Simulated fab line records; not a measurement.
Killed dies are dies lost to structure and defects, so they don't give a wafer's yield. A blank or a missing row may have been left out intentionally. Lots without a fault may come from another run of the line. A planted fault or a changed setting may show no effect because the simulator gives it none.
2 desks, one fault :: flow gf180mcu :: numbers are kept per desk, each desk with only its own; the story behind them comes last

FROM THE METROLOGY DESK
What the gauges read for every lot (on any tool): the sampled wafers with a number, averaged. If a lot's mean is further than 4 standard deviations from the usual mean, the lot is out of limits and carries the mark OUT (the distance appears in the brackets).
Columns: A = POLY_GATE_CVD_00_THK at GF_POLY_GATE_THK_MEAS_01, usual 199.6 nm; B = cd-nm at GF_POLY_GATE_CD_MEAS_10, usual 280.3 nm; C = POLY_GATE_OVL at GF_POLY_GATE_OVL_MEAS_11, usual 4 nm; D = cd-nm at GF_HV_LDD_CD_MEAS_19, usual 399.2 nm
lot: L945
first seen here: day 8 11:58
A: 201.4
B: 280.2
C: 1
D: 402.4

lot: L946
first seen here: day 8 15:40
A: 199.1
B: 280.7
C: 6
D: 396.7

lot: L948
first seen here: day 9 16:37
A: 198.9
B: 281.8
C: 7
D: 397.4

lot: L950
first seen here: day 10 00:13
A: 199.0
B: 281.6
C: -1
D: 396.4

lot: L951
first seen here: day 10 07:14
A: 197.9
B: 283.0
C: 8
D: 401.9

lot: L953
first seen here: day 10 19:23
A: 205.2
B: 280.0
C: 7
D: 400.3

lot: L957
first seen here: day 11 22:41
A: 199.5
B: 280.5
C: 7
D: 403.3

lot: L958
first seen here: day 12 06:08
A: 246.8 (+24) OUT
B: 279.9
C: 11
D: 397.1

lot: L960
first seen here: day 12 22:56
A: 199.7
B: 281.4
C: -4
D: 398.2

lot: L959
first seen here: day 12 23:17
A: 243.8 (+22) OUT
B: 280.4
C: 5
D: 397.8

lot: L961
first seen here: day 13 03:58
A: 245.7 (+23) OUT
B: 278.6
C: 12
D: 397.7

lot: L967
first seen here: day 14 18:38
A: 199.4
B: 278.5
C: 0
D: 399.8

lot: L968
first seen here: day 15 00:23
A: 202.0
B: 278.8
C: 7
D: 396.0
This desk finds L958, L959, L961 out of limits, with the earliest case on L958 at day 12 06:08 (POLY_GATE_CVD_00_THK at GF_POLY_GATE_THK_MEAS_01). L945, L946, L948, L950, L951, L953, L957, L960, L967, L968: within limits.

THE TOOL OWNER'S DESK: lpcvd-01
The tool's own readings at GF_POLY_GATE_CVD_00 (deposits poly-Si, target thk 200 nm, time 1200 s): means of the sampled wafers that have a number, for each lot that ran on this tool. If a lot's mean is further than 4 standard deviations from the usual mean, the lot is out of limits and carries the mark OUT (the distance appears in the brackets).
Columns: A = spike-tc-bottom-C at GF_POLY_GATE_CVD_00, usual 640.9 C; B = spike-tc-centre-C at GF_POLY_GATE_CVD_00, usual 620.3 C; C = spike-tc-lower-C at GF_POLY_GATE_CVD_00, usual 621.3 C; D = spike-tc-top-C at GF_POLY_GATE_CVD_00, usual 638.2 C; E = spike-tc-upper-C at GF_POLY_GATE_CVD_00, usual 620.0 C; F = susceptor-temp-C at GF_POLY_GATE_CVD_00, usual 620.0 C
lot: L946
first seen here: day 8 14:18
A: 640.2
B: 620.7
C: 620.4
D: 639.0
E: 620.1
F: 619.8

lot: L948
first seen here: day 9 15:16
A: 640.4
B: 622.6
C: 619.8
D: 637.9
E: 620.8
F: 619.8

lot: L950
first seen here: day 9 22:52
A: 640.2
B: 621.3
C: 621.1
D: 638.4
E: 619.5
F: 620.1

lot: L951
first seen here: day 10 05:54
A: 642.1
B: 621.6
C: 620.6
D: 638.7
E: 621.3
F: 620.0

lot: L957
first seen here: day 11 21:21
A: 641.4
B: 620.6
C: 620.1
D: 638.8
E: 619.7
F: 620.2

lot: L958
first seen here: day 12 04:48
A: 648.7 (+4.4) OUT
B: 629.5 (+6.1) OUT
C: 629.5 (+5.9) OUT
D: 647.4 (+9.2) OUT
E: 628.5 (+9.0) OUT
F: 628.9 (+29) OUT

lot: L959
first seen here: day 12 20:17
A: 649.7 (+4.9) OUT
B: 629.7 (+6.3) OUT
C: 629.9 (+6.1) OUT
D: 647.6 (+9.4) OUT
E: 629.0 (+9.4) OUT
F: 629.2 (+30) OUT

lot: L961
first seen here: day 13 01:58
A: 648.2 (+4.1) OUT
B: 629.8 (+6.3) OUT
C: 629.7 (+6.0) OUT
D: 647.5 (+9.3) OUT
E: 628.9 (+9.4) OUT
F: 629.0 (+29) OUT
This desk's finding: out of limits on L958, L959, L961; first on L958, day 12 04:48 (spike-tc-bottom-C at GF_POLY_GATE_CVD_00). L946, L948, L950, L951, L957: within limits.

BROUGHT TOGETHER
The tool owner's desk had the chance to raise an alarm at day 12 04:48 on L958, L959, L961.
At day 12 06:08 the metrology desk could have sounded an alarm, on L958, L959, L961.
The lots listed all ran GF_POLY_GATE_CVD_00 on lpcvd-01.

WHAT THE SIMULATOR HAD PUT IN
lpcvd-01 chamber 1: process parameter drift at GF_POLY_GATE_CVD_00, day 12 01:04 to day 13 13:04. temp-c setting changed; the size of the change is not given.
Struck lots among those shown: L958, L959, L961.
Delay (hours) between the fault's onset and each desk's first out-of-limits reading: 4 at the tool owner's desk, 5 at the metrology desk.
